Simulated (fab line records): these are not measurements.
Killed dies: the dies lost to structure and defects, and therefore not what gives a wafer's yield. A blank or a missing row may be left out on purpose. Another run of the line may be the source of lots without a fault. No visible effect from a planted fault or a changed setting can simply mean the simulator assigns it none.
Matching of chambers + flow gf180mcu + GF_CONTACT_CMP_27 on cmp-01 has 4 sister chambers
The step polishes, stops on SiO2, t overpolish 15 s, target thk 0 nm. 7 wafers are shown with their chamber, then 7 later ones without.

## WAFERS WITH THEIR CHAMBER
| wafer  | chamber | motorCurrentA (A) | timeToEndpointS (s) |
|--------|---------|-------------------|---------------------|
| L139.4 | 3       | 13.2              | 75                  |
| L139.5 | 3       | 12.7              | 75                  |
| L140.4 | 1       | 10.5              | 67                  |
| L142.1 | 2       | 10.7              | 68                  |
| L142.5 | 0       | 12.2              | 67                  |
| L144.1 | 0       | 12.6              | 68                  |
| L144.3 | 2       | 10.7              | 68                  |

## WAFERS WHOSE CHAMBER IS MISSING
| wafer  | motorCurrentA (A) | timeToEndpointS (s) |
|--------|-------------------|---------------------|
| L144.5 | 10.8              | 70                  |
| L147.2 | 12.4              | 71                  |
| L147.3 | 10.2              | 71                  |
| L147.5 | 10.7              | 69                  |
| L150.2 | 12.4              | 76                  |
| L150.3 | 9.9               | 75                  |
| L150.6 | 10.1              | 74                  |

## EACH ONE'S CHAMBER
| wafer  | from the rows above          | in truth                   |
|--------|------------------------------|----------------------------|
| L144.5 | 2                            | 2                          |
| L147.2 | can't be placed: 0 or 2 or 3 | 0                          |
| L147.3 | 2                            | 2                          |
| L147.5 | 2                            | 2                          |
| L150.2 | 3                            | 3                          |
| L150.3 | 3                            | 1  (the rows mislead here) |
| L150.6 | 3                            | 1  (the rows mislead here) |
Correctly placed: 4 of 7. These rows do not allow placing 1 (true chamber among the candidates in 1). 2 placed wrongly.
How it was worked out, from the rows above alone: a wafer's distance from a chamber is the root of the sum, over the readings, of the square of ((its reading less the chamber's mean) divided by the reading's scatter). If the next closest chamber is less than 2 further off than the closest, the wafer can't be placed; otherwise it belongs to the closest. For every chamber, the mean is computed from those of its wafers that are shown. The scatter: take each reading less its chamber's mean, square it, sum over the shown wafers, divide by the number of wafers less the number of chambers, and take the root.
